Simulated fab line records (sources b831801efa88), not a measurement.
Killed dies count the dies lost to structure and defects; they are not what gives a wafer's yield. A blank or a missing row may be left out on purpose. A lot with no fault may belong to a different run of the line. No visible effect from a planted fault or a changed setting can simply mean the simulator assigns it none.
Matching of chambers || flow gf180mcu || 3 sister chambers for GF_V2_CVD_02 on pecvd-02
The step deposits SiO2 from TEOS, target thk 850 nm, time 94.851 s. 16 wafers are shown with their chamber, then 8 later ones without.

## EACH WAFER AND ITS CHAMBER
{"wafer": "L077.2", "chamber": 1, "heater_power_w (W)": 601}
{"wafer": "L077.3", "chamber": 2, "heater_power_w (W)": 586}
{"wafer": "L077.6", "chamber": 1, "heater_power_w (W)": 673}
{"wafer": "L081.1", "chamber": 2, "heater_power_w (W)": 608}
{"wafer": "L081.2", "chamber": 0, "heater_power_w (W)": 613}
{"wafer": "L081.3", "chamber": 1, "heater_power_w (W)": 640}
{"wafer": "L081.4", "chamber": 2, "heater_power_w (W)": 502}
{"wafer": "L081.5", "chamber": 1, "heater_power_w (W)": 686}
{"wafer": "L081.6", "chamber": 0, "heater_power_w (W)": 655}
{"wafer": "L082.1", "chamber": 1, "heater_power_w (W)": 591}
{"wafer": "L082.2", "chamber": 0, "heater_power_w (W)": 657}
{"wafer": "L082.3", "chamber": 2, "heater_power_w (W)": 575}
{"wafer": "L082.4", "chamber": 0, "heater_power_w (W)": 689}
{"wafer": "L082.5", "chamber": 2, "heater_power_w (W)": 617}
{"wafer": "L082.6", "chamber": 1, "heater_power_w (W)": 643}
{"wafer": "L084.1", "chamber": 0, "heater_power_w (W)": 599}

SIGNATURES (averages over the wafers above)
{"reading": "heater_power_w", "chamber 0": 642.60, "chamber 1": 639.00, "chamber 2": 577.60, "scatter within a chamber": 39.9}
Rule: for each reading, subtract the chamber's mean from the wafer's reading, divide by that reading's scatter and square the result; add these up over the readings and take the root, which gives the wafer's distance from the chamber. If the next closest chamber is less than 2 further off than the closest, the wafer can't be placed; otherwise it belongs to the closest. The scatter: the root of (the sum of the squares of (reading less its chamber's mean) over the shown wafers, divided by (wafers less chambers)).

## WAFERS WITHOUT THEIR CHAMBER
{"wafer": "L084.2", "heater_power_w (W)": 621}
{"wafer": "L084.5", "heater_power_w (W)": 658}
{"wafer": "L095.3", "heater_power_w (W)": 656}
{"wafer": "L095.5", "heater_power_w (W)": 656}
{"wafer": "L095.6", "heater_power_w (W)": 588}
{"wafer": "L097.2", "heater_power_w (W)": 677}
{"wafer": "L097.3", "heater_power_w (W)": 564}
{"wafer": "L097.6", "heater_power_w (W)": 593}

## EACH ONE'S CHAMBER
{"wafer": "L084.2", "from the rows above": "can't be placed: 1 or 0 or 2", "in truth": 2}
{"wafer": "L084.5", "from the rows above": "can't be placed: 0 or 1 or 2", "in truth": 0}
{"wafer": "L095.3", "from the rows above": "can't be placed: 0 or 1 or 2", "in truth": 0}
{"wafer": "L095.5", "from the rows above": "can't be placed: 0 or 1 or 2", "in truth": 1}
{"wafer": "L095.6", "from the rows above": "can't be placed: 2 or 1 or 0", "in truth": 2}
{"wafer": "L097.2", "from the rows above": "can't be placed: 0 or 1 or 2", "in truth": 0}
{"wafer": "L097.3", "from the rows above": "can't be placed: 2 or 1 or 0", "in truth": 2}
{"wafer": "L097.6", "from the rows above": "can't be placed: 2 or 1 or 0", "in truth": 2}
Placed correctly: 0 of 8. These rows do not allow placing 8 (true chamber among the candidates in 8). Wrongly placed: 0.
